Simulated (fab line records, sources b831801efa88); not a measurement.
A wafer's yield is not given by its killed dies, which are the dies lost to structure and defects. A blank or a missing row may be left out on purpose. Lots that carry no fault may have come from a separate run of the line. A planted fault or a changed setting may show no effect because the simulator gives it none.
Which tool was responsible? || flow gf180mcu || Sampling: 6 lots, 18 wafers, 2 of 602 route steps

## WHAT THE GAUGES SHOWED, per wafer
GF_HV_LDD_RS_MEAS_53: uses a four-point probe to measure.
{"lot": "L580", "measured": "day 13 02:07", "on": "film-metro-01", "HV_LDD_RS (ohm/sq)": "418.9 419.1 419.4"}
{"lot": "L582", "measured": "day 13 19:53", "on": "film-metro-04", "HV_LDD_RS (ohm/sq)": "419.0 418.5 418.0"}
{"lot": "L584", "measured": "day 14 13:49", "on": "film-metro-04", "HV_LDD_RS (ohm/sq)": "418.2 418.8 418.6"}
{"lot": "L588", "measured": "day 16 00:20", "on": "film-metro-03", "HV_LDD_RS (ohm/sq)": "417.5 417.0 418.3"}
{"lot": "L597", "measured": "day 18 19:41", "on": "film-metro-01", "HV_LDD_RS (ohm/sq)": "419.6 419.5 420.2"}
{"lot": "L600", "measured": "day 19 17:23", "on": "film-metro-01", "HV_LDD_RS (ohm/sq)": "420.5 419.5 419.1"}

## TOOL THAT RAN EACH LOT (tool first, then ch and the chambers of the sampled wafers, then the start)
{"lot": "L580", "GF_HV_LDD_STRIP_49": "plasma-asher-01 ch 0,1, day 13 01:50"}
{"lot": "L582", "GF_HV_LDD_STRIP_49": "plasma-asher-01 ch 0,1, day 13 19:34"}
{"lot": "L584", "GF_HV_LDD_STRIP_49": "plasma-asher-01 ch 0,1, day 14 13:31"}
{"lot": "L588", "GF_HV_LDD_STRIP_49": "plasma-asher-01 ch 0,1, day 16 00:03"}
{"lot": "L597", "GF_HV_LDD_STRIP_49": "plasma-asher-02 ch 0,1, day 18 19:24"}
{"lot": "L600", "GF_HV_LDD_STRIP_49": "plasma-asher-01 ch 0,1, day 19 17:07"}
- GF_HV_LDD_STRIP_49: strips in O2/N2.

## THE ANSWER, worked out from the rows above alone
Rule: the usual values come from the lots themselves. Put in order of their means at a reading, lots are off if they are a third of the lots or fewer, leave a main group of 4 or more, and stand apart from it by a gap of 3 or more times the standard deviation of the main group's means; of several such gaps the widest counts. A main group is skipped when, at the precision printed for the reading in the tables above, its means are all equal. A lot without any number at a reading at which 4 lots or more have one is off too. Where the step has rows for the other lots, those lots are counted as sound.
None of the lots is off at any reading shown; this tells nothing.

## WHAT THE SIMULATOR HAD INSERTED
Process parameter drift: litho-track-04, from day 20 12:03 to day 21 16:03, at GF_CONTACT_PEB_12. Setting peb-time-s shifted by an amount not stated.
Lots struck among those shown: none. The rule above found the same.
